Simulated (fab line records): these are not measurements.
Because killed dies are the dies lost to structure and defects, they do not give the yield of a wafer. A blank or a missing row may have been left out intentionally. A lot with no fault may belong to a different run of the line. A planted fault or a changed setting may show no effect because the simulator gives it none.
What tool caused it? :: flow gf180mcu :: 42 wafers from 14 lots sampled at 2 of the route's 602 steps

== WHAT THE GAUGES SHOWED, per wafer ==
GF_HV_LDD_OVL_MEAS_47. Usual: HV_LDD_03_OVL typically reads 1.3 nm, with standard deviation 1.3.
lot: L679
measured: day 12 17:59
on: overlay-02
HV_LDD_03_OVL (nm): 1.0 1.3 2.9
flag: 

lot: L681
measured: day 13 02:37
on: overlay-02
HV_LDD_03_OVL (nm): 1.3 1.3 0.5
flag: 

lot: L682
measured: day 13 20:23
on: overlay-02
HV_LDD_03_OVL (nm): 0.8 1.8 2.2
flag: 

lot: L683
measured: day 13 20:42
on: overlay-02
HV_LDD_03_OVL (nm): 2.2 1.2 2.1
flag: 

lot: L684
measured: day 14 05:26
on: overlay-02
HV_LDD_03_OVL (nm): 1.2 1.4 -0.1
flag: 

lot: L687
measured: day 15 09:59
on: overlay-02
HV_LDD_03_OVL (nm): -2.0 -1.7 1.8
flag: 

lot: L690
measured: day 16 05:00
on: overlay-01
HV_LDD_03_OVL (nm): -0.2 2.2 -0.8
flag: 

lot: L691
measured: day 16 14:53
on: overlay-02
HV_LDD_03_OVL (nm): 2.0 3.1 2.5
flag: 

lot: L692
measured: day 16 20:59
on: overlay-01
HV_LDD_03_OVL (nm): 1.6 0.4 1.6
flag: 

lot: L693
measured: day 17 03:17
on: overlay-01
HV_LDD_03_OVL (nm): 2.6 2.1 2.6
flag: 

lot: L695
measured: day 18 01:25
on: overlay-01
HV_LDD_03_OVL (nm): 0.8 0.9 -0.1
flag: 

lot: L696
measured: day 18 11:40
on: overlay-01
HV_LDD_03_OVL (nm): 2.1 0.1 2.4
flag: 

lot: L699
measured: day 20 02:02
on: overlay-02
HV_LDD_03_OVL (nm): 0.5 -0.7 -0.1
flag: 

lot: L701
measured: day 20 09:05
on: overlay-02
HV_LDD_03_OVL (nm): 1.1 2.3 1.1
flag: 

GF_HV_LDD_THK_MEAS_57. Usual: HV_LDD_CVD_56_THK typically reads 90.4 nm, with standard deviation 0.79.
lot: L679
measured: day 12 21:05
on: film-metro-03
HV_LDD_CVD_56_THK (nm): 89.7 90.4 90.0
flag: 

lot: L681
measured: day 13 06:40
on: film-metro-03
HV_LDD_CVD_56_THK (nm): 92.9 92.5 92.4
flag: 

lot: L682
measured: day 13 23:28
on: film-metro-03
HV_LDD_CVD_56_THK (nm): 90.9 90.1 90.8
flag: 

lot: L683
measured: day 13 23:58
on: film-metro-01
HV_LDD_CVD_56_THK (nm): 89.2 89.4 90.2
flag: 

lot: L684
measured: day 14 08:32
on: film-metro-03
HV_LDD_CVD_56_THK (nm): 90.1 89.7 89.2
flag: 

lot: L687
measured: day 15 13:59
on: film-metro-03
HV_LDD_CVD_56_THK (nm): 89.6 89.9 89.7
flag: 

lot: L690
measured: day 16 08:05
on: film-metro-03
HV_LDD_CVD_56_THK (nm): 90.4 90.1 89.5
flag: 

lot: L691
measured: day 16 17:59
on: film-metro-01
HV_LDD_CVD_56_THK (nm): 91.0 91.0 90.8
flag: 

lot: L692
measured: day 17 00:05
on: film-metro-03
HV_LDD_CVD_56_THK (nm): 91.1 92.1 91.9
flag: 

lot: L693
measured: day 17 06:23
on: film-metro-04
HV_LDD_CVD_56_THK (nm): 90.7 91.0 90.9
flag: 

lot: L695
measured: day 18 04:31
on: film-metro-04
HV_LDD_CVD_56_THK (nm): 90.6 89.4 90.3
flag: 

lot: L696
measured: day 18 14:46
on: film-metro-04
HV_LDD_CVD_56_THK (nm): 91.2 90.6 91.1
flag: 

lot: L699
measured: day 20 05:08
on: film-metro-04
HV_LDD_CVD_56_THK (nm): 90.7 89.8 89.6
flag: 

lot: L701
measured: day 20 12:11
on: film-metro-03
HV_LDD_CVD_56_THK (nm): 90.3 90.4 90.3
flag: 

== TOOL THAT RAN EACH LOT (tool first, then ch and the chambers of the sampled wafers, then the start) ==
The record holds no process step before these readings.

== WHAT THE TOOLS THEMSELVES READ (means of the sampled wafers that have a number; where no wafer has one, the mark that the record gives instead) ==
The record holds no such reading with a usual standard deviation.

== THE ANSWER, worked out from the rows above alone ==
Rule: a lot is off if the mean of its wafers that have a number lies more than 3 standard deviations from the usual mean. Also off: a lot with no number at a reading for which 4 or more lots have one. The other lots that the step has rows for count as sound. First the gauges in route order, then the tools' own readings, where a lot's mean is used as printed above. At the first step where some lot is off, the reading lying furthest off is the one used; lots without a number count as furthest.
No lot is off on any of the readings shown, so nothing can be concluded from this.

== WHAT THE SIMULATOR HAD INSERTED ==
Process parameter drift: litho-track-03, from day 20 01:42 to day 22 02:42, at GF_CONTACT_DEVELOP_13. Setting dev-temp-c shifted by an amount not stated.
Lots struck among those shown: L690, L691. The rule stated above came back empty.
